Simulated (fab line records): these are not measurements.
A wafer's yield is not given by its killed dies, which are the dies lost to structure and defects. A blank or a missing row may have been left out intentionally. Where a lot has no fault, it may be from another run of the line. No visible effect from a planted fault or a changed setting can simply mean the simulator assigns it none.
fab line records    flow sky130    part 2 of 2: steps 27 to 36 of 36
[record] lots = 5  wafers = 15  lastDay = 49
route steps=708 shown METAL1@445 VIA1@458
lots that met no fault: taken from a fault-free run of the same line
startH: hours from the record's first day to the start of the lot's first wafer shown    waitH: hours elapsed since this lot's preceding step    " same as the row above    L1.1+2: a row that stands for several wafers    - no value, or no start given    * or withheld: withheld    < > ~ a bound
route shown NAME@n: NAME is a module with steps in the file, n the number in the route of the first one    usual: mean/standard deviation of fault-free wafers    same: alike in all rows    chamber/n: place in a boat    sites: the reading at each site    _std_site: standard deviation across them    _edge_site: outer sites' mean less inner sites'    radiusMm: for every site, how far away it sits from the centre of the wafer    mask NAME#n: copy n    behind: the last tool/chamber to shape the wafer    hold: what put the lot on hold/how long, in hours/how the hold closed    device: the n, p or np transistor that did not switch    end of line: tests run on the same wafers once the route is complete    a step with no rows: only its recipe    killed: dies lost to structure and defects at the first sort, not the wafer's yield    map: the dies of a wafer, with x for killed, . for not killed, _ for no die there
set.NAME: the run value of the setting; set.NAME@STEP: its run value at that earlier step    model.NAME: the simulator's own value behind a step, which no gauge read
lots seen at some steps along the route; tables by step, rows by wafer
services: when a tool's chamber went out of use (startH, in hours from the record's first day, below 0 if earlier), for how many hours, and the reason
[[steps]]
[step SKY_VIA1_OVL_MEAS_13]
[usual] VIA1_OVL = -1/4.6
lot.wafer  tool        chamber  startH  waitH  VIA1_OVL[nm]
L076.1     overlay-02  -        827.15  0.1    -4
L076.2     "           -        "       "      0
L076.3     "           -        "       "      -2
L081.1     overlay-02  -        854.97  0.1    7
L081.3     "           -        "       "      10
L081.5     "           -        "       "      9
L085.1     overlay-01  -        891.87  0.1    0
L085.3     "           -        "       "      0
L085.5     "           -        "       "      -3
L091.1     overlay-01  -        931.81  0.1    -7
L091.4     "           -        "       "      -13
L091.6     "           -        "       "      -10
L093.1     overlay-01  -        942.85  0.1    1
L093.2     "           -        "       "      5
L093.5     "           -        "       "      7
[step SKY_VIA1_ETCH_14]
[recipe] chemistry = N2/H2  target = BARC  ionEnergyEv = 200  sourceW = 500  biasW = 100  pressureMtorr = 30  n2FlowSccm = 100  h2FlowSccm = 200  stopOn = SiO2  timeS = 45.9  targetDepthA = 600
[usual] drypumpMotorCurrentA = 5.6/0.37  n2FlowSccm = 100.0/0.31  oesProductAu = 0.855/0.0044  throttleValvePct = 13.224/0.0086
lot.wafer  tool        chamber  startH  waitH  drypumpMotorCurrentA  n2FlowSccm  oesProductAu  rfHoursCounterH  throttleValvePct
L076.1     rieDiel-04  1        827.19  0.0    5.0                   100.1       0.856         20               13.229
L076.2     "           0        "       "      5.5                   100.4       0.860         11               13.219
L076.3     "           3        "       "      5.5                   99.9        0.858         4                13.221
L081.1     rieDiel-04  1        855.00  0.0    5.1                   100.3       0.851         21               13.231
L081.3     "           0        "       "      5.5                   100.1       0.849         12               13.218
L081.5     "           1        "       "      5.1                   100.1       0.856         -                13.232
L085.1     rieDiel-04  0        891.90  0.0    5.5                   99.9        0.860         13               13.234
L085.3     "           2        "       "      5.7                   99.1        0.851         14               13.218
L085.5     "           2        "       "      5.7                   99.6        0.849         -                13.220
L091.1     rieDiel-03  2        931.84  0.0    5.7                   100.3       0.855         5                13.224
L091.4     "           0        "       "      5.4                   99.1        0.867         15               13.221
L091.6     "           0        "       "      5.4                   99.9        0.857         -                13.212
L093.1     rieDiel-01  1        942.89  0.0    5.0                   100.3       0.857         22               13.224
L093.2     "           3        "       "      6.1                   99.8        0.856         3                13.233
L093.5     "           2        "       "      5.5                   100.5       0.855         -                13.211
[step SKY_VIA1_ETCH_15]
[recipe] target = SiO2  chemistry = C4F8/O2/Ar  targetDepthNm = 351  stopOn = TiN  maskMaterial = KrF-thick  sourceW = 1500  biasW = 1200  pressureMtorr = 40  c4f8FlowSccm = withheld  O2_flow_sccm = 6  Ar_flow_sccm = 300  timeS = 54
[usual] oesProductAu = 0.979/0.0084
lot.wafer  tool        chamber  startH  waitH  oesProductAu  rfHoursCounterH
L076.1     rieDiel-04  1        827.23  0.0    0.977         20
L076.2     "           0        "       "      0.973         11
L076.3     "           3        "       "      0.984         4
L081.1     rieDiel-04  1        855.05  0.0    0.979         21
L081.3     "           0        "       "      0.975         12
L081.5     "           1        "       "      0.974         -
L085.1     rieDiel-04  0        891.95  0.0    0.970         13
L085.3     "           2        "       "      0.983         14
L085.5     "           2        "       "      0.986         -
L091.1     rieDiel-03  2        931.88  0.0    0.981         5
L091.4     "           0        "       "      0.967         15
L091.6     "           0        "       "      0.981         -
L093.1     rieDiel-01  1        942.93  0.0    0.974         22
L093.2     "           3        "       "      0.988         3
L093.5     "           2        "       "      0.976         -
[step SKY_VIA1_STRIP_16]
[recipe] chemistry = O2/N2  powerW = 1400  pressureMtorr = 1500  platenTempC = withheld  o2FlowSccm = 3000  n2FlowSccm = 300  overashFraction = 0.5
[usual] drypumpMotorCurrentA = 5.5/0.39  n2FlowSccm = 299.9/0.91  oesProductAu = 0.416/0.0044  stripTimeToEndpointS = 4.46/0.038
lot.wafer  tool            chamber  startH  waitH  drypumpMotorCurrentA  n2FlowSccm  oesProductAu  rfHoursCounterH  stripTimeToEndpointS
L076.1     plasmaAsher-04  0        827.28  0.0    5.6                   300.9       0.414         40               4.51
L076.2     "               1        "       "      4.9                   299.5       0.427         40               4.51
L076.3     "               0        "       "      5.6                   299.3       0.418         -                4.46
L081.1     plasmaAsher-02  0        855.09  0.0    5.8                   300.1       0.419         11               4.47
L081.3     "               1        "       "      6.0                   299.5       0.415         -                4.51
L081.5     "               1        "       "      6.0                   300.3       0.413         -                4.48
L085.1     plasmaAsher-02  0        891.99  0.0    5.8                   298.8       0.413         17               4.51
L085.3     "               1        "       "      6.0                   300.1       0.417         -                4.45
L085.5     "               1        "       "      6.0                   300.4       0.413         -                4.43
L091.1     plasmaAsher-02  0        931.93  0.0    5.8                   299.3       0.418         23               4.49
L091.4     "               0        "       "      5.8                   300.1       0.423         -                4.52
L091.6     "               1        "       "      6.1                   298.8       0.415         -                4.48
L093.1     plasmaAsher-01  1        942.98  0.0    5.3                   301.2       0.413         106              4.50
L093.2     "               0        "       "      5.7                   299.0       0.418         106              4.45
L093.5     "               0        "       "      5.7                   299.8       0.423         -                4.44
[step SKY_VIA1_STRIP_17]
[recipe] chemistry = postEtchResidueRemover  timeS = 1200  tempC = 72.5
lot.wafer   tool         chamber  startH  waitH
L076.1+2+3  wetBench-01  3        827.38  0.1
L081.1+3+5  wetBench-01  1        855.19  0.1
L085.1+3+5  wetBench-01  0        892.09  0.1
L091.1+4+6  wetBench-03  1        932.03  0.1
L093.1+2+5  wetBench-03  0        943.08  0.1
[step SKY_VIA1_CLEAN_18]
[recipe] chemistry = IPA  timeS = 180  tempC = 25
lot.wafer   tool         chamber  startH  waitH
L076.1+2+3  wetBench-03  2        827.72  0.0
L081.1+3+5  wetBench-04  1        855.53  0.0
L085.1+3+5  wetBench-04  3        892.43  0.0
L091.1+4+6  wetBench-01  3        932.37  0.0
L093.1+2+5  wetBench-04  3        943.42  0.0
[step SKY_VIA1_CLEAN_19]
[recipe] chemistry = O3/DIW  dry = n2Spin
lot.wafer   tool         chamber  startH  waitH
L076.1+2+3  wetBench-04  3        827.78  0.0
L081.1+3+5  wetBench-01  0        855.59  0.0
L085.1+3+5  wetBench-01  1        892.50  0.0
L091.1+4+6  wetBench-04  2        932.43  0.0
L093.1+2+5  wetBench-03  1        943.48  0.0
[step SKY_VIA1_SPUTTER_20]
[recipe] material = TiN  targetThkNm = 20  chamberPressurePa = 5  powerW = 4000  timeS = 80
[usual] throttleValvePct = 30.0/1.3
lot.wafer  tool           chamber  startH  waitH  throttleValvePct
L076.1     pvdSputter-03  -        827.87  0.0    30.6
L076.2     "              -        "       "      28.1
L076.3     "              -        "       "      28.7
L081.1     pvdSputter-01  -        855.68  0.0    31.3
L081.3     "              -        "       "      31.3
L081.5     "              -        "       "      28.3
L085.1     pvdSputter-02  -        892.59  0.0    30.2
L085.3     "              -        "       "      31.0
L085.5     "              -        "       "      30.9
L091.1     pvdSputter-03  -        932.52  0.0    30.5
L091.4     "              -        "       "      28.4
L091.6     "              -        "       "      31.8
L093.1     pvdSputter-03  -        943.57  0.0    31.8
L093.2     "              -        "       "      28.4
L093.5     "              -        "       "      31.7
[step SKY_VIA1_CVD_21]
[recipe] material = W  targetThkNm = 270  timeS = 80.902  tempC = 400  pressureTorr = 40
[usual] heaterPowerW = 933/120
lot.wafer  tool     chamber  startH  waitH  heaterPowerW
L076.1     cvdW-01  0        827.93  0.0    946
L076.2     "        1        "       "      789
L076.3     "        0        "       "      940
L081.1     cvdW-02  1        855.74  0.0    920
L081.3     "        0        "       "      1115
L081.5     "        0        "       "      1126
L085.1     cvdW-02  1        892.65  0.0    916
L085.3     "        1        "       "      906
L085.5     "        0        "       "      1122
L091.1     cvdW-02  1        932.58  0.0    927
L091.4     "        0        "       "      1117
L091.6     "        0        "       "      1130
L093.1     cvdW-02  0        943.63  0.0    1115
L093.2     "        1        "       "      936
L093.5     "        1        "       "      927
[step SKY_VIA1_RS_MEAS_22]
[recipe] thkMeasGauge = four-point-probe  reads = W_of_VIA1_CVD_21+TiN_of_VIA1_SPUTTER_20
[usual] VIA1_W_RS = 0.427/0.0047
lot.wafer  tool          chamber  startH  waitH  VIA1_W_RS[ohm/sq]
L076.1     filmMetro-02  -        828.02  0.1    0.434
L076.2     "             -        "       "      0.429
L076.3     "             -        "       "      0.430
L081.1     filmMetro-01  -        855.84  0.1    0.426
L081.3     "             -        "       "      0.418
L081.5     "             -        "       "      0.417
L085.1     filmMetro-01  -        892.74  0.1    0.436
L085.3     "             -        "       "      0.433
L085.5     "             -        "       "      0.423
L091.1     filmMetro-04  -        932.68  0.1    0.428
L091.4     "             -        "       "      0.422
L091.6     "             -        "       "      0.423
L093.1     filmMetro-01  -        943.73  0.1    0.426
L093.2     "             -        "       "      0.425
L093.5     "             -        "       "      0.431
[[services]]
tool            chamber  startH  hours  kind
krfScanner-02   -        773.50  0.8    pm
krfScanner-01   -        774.26  0.8    pm
pvdSputter-03   -        783.32  1.8    repair
hdpcvd-02       -        785.19  1.2    repair
rieMetal-01     -        786.64  0.2    repair
krfScanner-01   -        797.97  1.3    pm
wetBench-04     -        808.37  3.3    repair
pvdSputter-03   -        824.93  2.9    repair
krfScanner-02   -        827.63  4.4    pm
rieMetal-03     0        827.87  1.1    repair
krfScanner-02   -        833.39  1.3    pm
wetBench-04     -        834.59  1.9    pm
cvdW-02         0        835.26  5.8    repair
krfScanner-01   -        843.53  4.8    repair
krfScanner-01   -        864.05  1.0    pm
cmp-01          -        867.23  0.3    repair
krfScanner-02   -        871.43  1.0    pm
cvdW-02         0        882.43  4.0    repair
plasmaAsher-03  -        884.50  0.3    repair
krfScanner-01   -        887.77  4.0    pm
rieDiel-04      1        895.56  2.7    repair
rieMetal-01     0        911.02  9.7    repair
plasmaAsher-03  -        930.92  2.9    repair
krfScanner-01   -        943.05  0.8    pm
